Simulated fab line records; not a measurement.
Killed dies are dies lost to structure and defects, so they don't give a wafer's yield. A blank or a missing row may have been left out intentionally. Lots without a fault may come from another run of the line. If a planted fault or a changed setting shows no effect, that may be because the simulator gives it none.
Split-lot experiment / flow gf180mcu / 5 lots, 23 wafers read, on a route of 602 steps

THE SPLIT ITSELF
At GF_V4_COAT_09 (resist thk 1000 nm), the setting resistThkNm was moved away from the recipe's 1000 nm on 6 of the 23 wafers read, by -3.6% to -2.8%. For the rest of the wafers, this setting stayed at what the recipe calls for.

The reading comes from the split's own step.

THE READING
KrF_of_V4_COAT_09.thkNm (the simulator's own value, which no gauge read), in nm, at GF_V4_COAT_09 (resist thk 1000 nm). There is no usual value for it anywhere in the file. Across the 17 wafers here that went through the recipe, the average is 998.1 nm and the standard deviation 2.6 nm.

wafer=L074.2; tool, chamber at the split=lithoTrack-04, 0; resistThkNm as run, nm=1000; against the recipe=recipe; KrF_of_V4_COAT_09.thkNm, nm=1002; against lot-mates on the recipe=-
wafer=L074.3; tool, chamber at the split=lithoTrack-04, 0; resistThkNm as run, nm=1000; against the recipe=recipe; KrF_of_V4_COAT_09.thkNm, nm=998.9; against lot-mates on the recipe=-
wafer=L074.4; tool, chamber at the split=lithoTrack-04, 0; resistThkNm as run, nm=1000; against the recipe=recipe; KrF_of_V4_COAT_09.thkNm, nm=1000; against lot-mates on the recipe=-
wafer=L074.5; tool, chamber at the split=lithoTrack-04, 0; resistThkNm as run, nm=1000; against the recipe=recipe; KrF_of_V4_COAT_09.thkNm, nm=1003; against lot-mates on the recipe=-
wafer=L074.6; tool, chamber at the split=lithoTrack-04, 0; resistThkNm as run, nm=1000; against the recipe=recipe; KrF_of_V4_COAT_09.thkNm, nm=1001; against lot-mates on the recipe=-
wafer=L078.1; tool, chamber at the split=lithoTrack-04, 0; resistThkNm as run, nm=964.4; against the recipe=-3.6%; KrF_of_V4_COAT_09.thkNm, nm=963.4; against lot-mates on the recipe=-32.3
wafer=L078.2; tool, chamber at the split=lithoTrack-04, 0; resistThkNm as run, nm=1000; against the recipe=recipe; KrF_of_V4_COAT_09.thkNm, nm=997; against lot-mates on the recipe=-
wafer=L078.4; tool, chamber at the split=lithoTrack-04, 0; resistThkNm as run, nm=964.4; against the recipe=-3.6%; KrF_of_V4_COAT_09.thkNm, nm=962.6; against lot-mates on the recipe=-33.1
wafer=L078.5; tool, chamber at the split=lithoTrack-04, 0; resistThkNm as run, nm=964.4; against the recipe=-3.6%; KrF_of_V4_COAT_09.thkNm, nm=961.7; against lot-mates on the recipe=-34.0
wafer=L078.6; tool, chamber at the split=lithoTrack-04, 0; resistThkNm as run, nm=1000; against the recipe=recipe; KrF_of_V4_COAT_09.thkNm, nm=994.4; against lot-mates on the recipe=-
wafer=L082.2; tool, chamber at the split=lithoTrack-04, 0; resistThkNm as run, nm=1000; against the recipe=recipe; KrF_of_V4_COAT_09.thkNm, nm=998.7; against lot-mates on the recipe=-
wafer=L082.3; tool, chamber at the split=lithoTrack-04, 0; resistThkNm as run, nm=1000; against the recipe=recipe; KrF_of_V4_COAT_09.thkNm, nm=997.6; against lot-mates on the recipe=-
wafer=L082.4; tool, chamber at the split=lithoTrack-04, 0; resistThkNm as run, nm=1000; against the recipe=recipe; KrF_of_V4_COAT_09.thkNm, nm=1000; against lot-mates on the recipe=-
wafer=L084.1; tool, chamber at the split=lithoTrack-02, 0; resistThkNm as run, nm=1000; against the recipe=recipe; KrF_of_V4_COAT_09.thkNm, nm=992.9; against lot-mates on the recipe=-
wafer=L084.2; tool, chamber at the split=lithoTrack-02, 0; resistThkNm as run, nm=972.3; against the recipe=-2.8%; KrF_of_V4_COAT_09.thkNm, nm=969.6; against lot-mates on the recipe=-24.1
wafer=L084.3; tool, chamber at the split=lithoTrack-02, 0; resistThkNm as run, nm=1000; against the recipe=recipe; KrF_of_V4_COAT_09.thkNm, nm=994.6; against lot-mates on the recipe=-
wafer=L084.4; tool, chamber at the split=lithoTrack-02, 0; resistThkNm as run, nm=972.3; against the recipe=-2.8%; KrF_of_V4_COAT_09.thkNm, nm=965.8; against lot-mates on the recipe=-28.0
wafer=L084.6; tool, chamber at the split=lithoTrack-02, 0; resistThkNm as run, nm=972.3; against the recipe=-2.8%; KrF_of_V4_COAT_09.thkNm, nm=966.2; against lot-mates on the recipe=-27.5
wafer=L085.1; tool, chamber at the split=lithoTrack-03, 0; resistThkNm as run, nm=1000; against the recipe=recipe; KrF_of_V4_COAT_09.thkNm, nm=999; against lot-mates on the recipe=-
wafer=L085.3; tool, chamber at the split=lithoTrack-03, 0; resistThkNm as run, nm=1000; against the recipe=recipe; KrF_of_V4_COAT_09.thkNm, nm=996.5; against lot-mates on the recipe=-
wafer=L085.4; tool, chamber at the split=lithoTrack-03, 0; resistThkNm as run, nm=1000; against the recipe=recipe; KrF_of_V4_COAT_09.thkNm, nm=997.4; against lot-mates on the recipe=-
wafer=L085.5; tool, chamber at the split=lithoTrack-03, 0; resistThkNm as run, nm=1000; against the recipe=recipe; KrF_of_V4_COAT_09.thkNm, nm=997.6; against lot-mates on the recipe=-
wafer=L085.6; tool, chamber at the split=lithoTrack-03, 0; resistThkNm as run, nm=1000; against the recipe=recipe; KrF_of_V4_COAT_09.thkNm, nm=997.7; against lot-mates on the recipe=-

THE FIT
A straight line over all 23 wafers: KrF_of_V4_COAT_09.thkNm changes by +10.4 nm for each +1% of resistThkNm; r = +0.99; the points scatter about the line by 2.6 nm.
The same after taking each lot's own level away (the mean of its wafers on the recipe; 23 wafers): +9.41 nm for each +1%; r = +1.00; scatter 1.2 nm.
Per that fit: largest resistThkNm move, reading shift of 33 nm.
From 993.75 to 1000.98 nm: that is the span of the lots' own levels, equal to 2.8 times the standard deviation above.
So the slope is not independent of the lot-to-lot level: the two fits are not the same.
Check: -33.8 nm against its lot-mates is what the line predicts for one of the wafers moved furthest among these (-3.6%) when that wafer is left out of the fit. It came out at -32.3 nm against them.

THESE WAFERS: OTHER SPLITS
Before the reading, these wafers also passed through other splits. Each is held against what the fit with the lots' levels taken away leaves over:
other split on the same wafers=GF_M3_SPUTTER_00 powerW; wafers away from the commonest value=4; r with KrF_of_V4_COAT_09.thkNm (lot level and that fit taken away)=+0.25
other split on the same wafers=GF_V3_CVD_02 timeS; wafers away from the commonest value=5; r with KrF_of_V4_COAT_09.thkNm (lot level and that fit taken away)=-0.07
other split on the same wafers=GF_M4_SPUTTER_02 timeS; wafers away from the commonest value=4; r with KrF_of_V4_COAT_09.thkNm (lot level and that fit taken away)=-0.32
other split on the same wafers=GF_M4_PEB_12 pebTempC; wafers away from the commonest value=8; r with KrF_of_V4_COAT_09.thkNm (lot level and that fit taken away)=-0.07
other split on the same wafers=GF_V4_CVD_00 sih4FlowSccm; wafers away from the commonest value=11; r with KrF_of_V4_COAT_09.thkNm (lot level and that fit taken away)=+0.03

FILE'S OWN FIT
KrF_of_V4_COAT_09.thkNm changes by +9.41 nm for each +1% of resistThkNm, r = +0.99.
